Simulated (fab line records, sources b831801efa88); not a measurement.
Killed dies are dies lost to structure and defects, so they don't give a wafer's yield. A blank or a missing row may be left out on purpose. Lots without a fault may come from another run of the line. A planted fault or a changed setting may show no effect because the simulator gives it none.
Tool commonality check | flow sky130 | 12 lots, 36 wafers sampled

WHY IT WAS OPENED
At SKY_VT_ADJUST_HVTR_TW_MEAS_11 the reading VT_ADJUST_HVTR_TW is flagged on 2 of 12 lots. Wafers without a fault read 210.5, standard deviation 2.
Rule: a lot is flagged when every wafer of it that has a number lies more than 4 standard deviations from that mean, or none has a number. The other lots count as sound.

lot  | measured     | on            | VT_ADJUST_HVTR_TW, wafer by wafer | flag
L499 | day 9 13:18  | film_metro-02 | 208.7 208.7 208.6                 |
L501 | day 10 03:59 | film_metro-01 | 208.2 207.9 208.4                 |
L502 | day 11 06:01 | film_metro-02 | 209.1 209.5 209.1                 |
L503 | day 11 08:23 | film_metro-02 | 209.1 209.1 209.7                 |
L504 | day 11 12:19 | film_metro-01 | 207.7 210.3 209.8                 |
L506 | day 11 23:27 | film_metro-04 | 214.7 214.0 214.5                 |
L509 | day 12 23:08 | film_metro-01 | 209.5 209.8 209.1                 |
L514 | day 14 10:38 | film_metro-01 | 209.6 209.3 210.1                 |
L518 | day 15 12:37 | film_metro-04 | 216.0 215.0 213.4                 |
L520 | day 16 02:35 | film_metro-02 | 124.2 124.8 124.6                 | FLAGGED
L521 | day 16 07:00 | film_metro-02 | 126.5 126.8 125.9                 | FLAGGED
L522 | day 16 15:17 | film_metro-04 | 213.8 214.4 213.2                 |
The numbers of the flagged lots are 125.5 on average: -85.0 against the usual, or -43 standard deviations.

WHICH TOOL RAN EACH LOT
The record holds 2 process steps before the reading, out of a route of 708 steps. In each cell: the tool, then ch and the chambers that the sampled wafers went through, then the start.
lot  | flag    | SKY_NWELL_RTA_28                 | SKY_VT_ADJUST_HVTR_IMPLANT_09
L499 |         | rtp_anneal-02 ch 0, day 5 10:19  | implanter-04 ch 0, day 9 13:03
L501 |         | rtp_anneal-01 ch 0, day 5 20:52  | implanter-04 ch 0, day 10 03:44
L502 |         | rtp_anneal-01 ch 0, day 6 17:21  | implanter-01 ch 0, day 11 05:46
L503 |         | rtp_anneal-01 ch 0, day 6 21:26  | implanter-04 ch 0, day 11 08:08
L504 |         | rtp_anneal-02 ch 0, day 6 23:09  | implanter-04 ch 0, day 11 12:06
L506 |         | rtp_anneal-01 ch 0, day 7 09:04  | implanter-01 ch 0, day 11 23:13
L509 |         | rtp_anneal-02 ch 0, day 8 03:50  | implanter-04 ch 0, day 12 22:53
L514 |         | rtp_anneal-01 ch 0, day 9 10:14  | implanter-02 ch 0, day 14 10:23
L518 |         | rtp_anneal-01 ch 0, day 10 05:59 | implanter-01 ch 0, day 15 12:22
L520 | FLAGGED | rtp_anneal-02 ch 0, day 10 18:14 | implanter-01 ch 0, day 16 02:20
L521 | FLAGGED | rtp_anneal-01 ch 0, day 10 22:23 | implanter-01 ch 0, day 16 06:45
L522 |         | rtp_anneal-02 ch 0, day 11 05:06 | implanter-04 ch 0, day 16 15:02
What these steps do:
- SKY_NWELL_RTA_28: time 30 s.
- SKY_VT_ADJUST_HVTR_IMPLANT_09
- SKY_VT_ADJUST_HVTR_TW_MEAS_11

FLAGGED OVER TOTAL, TOOL BY TOOL (the gauges that took the reading come last)
step                          | tool          | lots run | flagged | share of the flagged lots | sound lots run after its first flagged lot
SKY_NWELL_RTA_28              | rtp_anneal-01 | 7        | 1       | some                      | 0
SKY_NWELL_RTA_28              | rtp_anneal-02 | 5        | 1       | some                      | 1 (L522)
SKY_VT_ADJUST_HVTR_IMPLANT_09 | implanter-01  | 5        | 2       | all                       | 0
SKY_VT_ADJUST_HVTR_IMPLANT_09 | implanter-02  | 1        | 0       | none                      | -
SKY_VT_ADJUST_HVTR_IMPLANT_09 | implanter-04  | 6        | 0       | none                      | -
SKY_VT_ADJUST_HVTR_TW_MEAS_11 | film_metro-01 | 4        | 0       | none                      | -
SKY_VT_ADJUST_HVTR_TW_MEAS_11 | film_metro-02 | 5        | 2       | all                       | 0
SKY_VT_ADJUST_HVTR_TW_MEAS_11 | film_metro-04 | 3        | 0       | none                      | -

WHAT THE TABLE ALLOWS
2 rows of the table ran every flagged lot: implanter-01 at SKY_VT_ADJUST_HVTR_IMPLANT_09, film_metro-02 at SKY_VT_ADJUST_HVTR_TW_MEAS_11.
- implanter-01 at SKY_VT_ADJUST_HVTR_IMPLANT_09: 2 of its 5 lots flagged. Its last sound lot is L518 (day 15 12:22), its first flagged lot L520 (day 16 02:20): a fault that began between those two fits. Its own readings lie more than 4 standard deviations out on every wafer of the flagged lots: dose_ions_cm2, faraday_current_uA.
- film_metro-02 at SKY_VT_ADJUST_HVTR_TW_MEAS_11: 2 of its 5 lots flagged. Its last sound lot is L503 (day 11 08:23), its first flagged lot L520 (day 16 02:35): a fault that began between those two fits.
Counting lots can't tell these 2 tools apart, because each fits a fault that began at some hour. More lots, or a look at what each step does to the wafer, might.

WHAT THE SIMULATOR HAD PUT IN
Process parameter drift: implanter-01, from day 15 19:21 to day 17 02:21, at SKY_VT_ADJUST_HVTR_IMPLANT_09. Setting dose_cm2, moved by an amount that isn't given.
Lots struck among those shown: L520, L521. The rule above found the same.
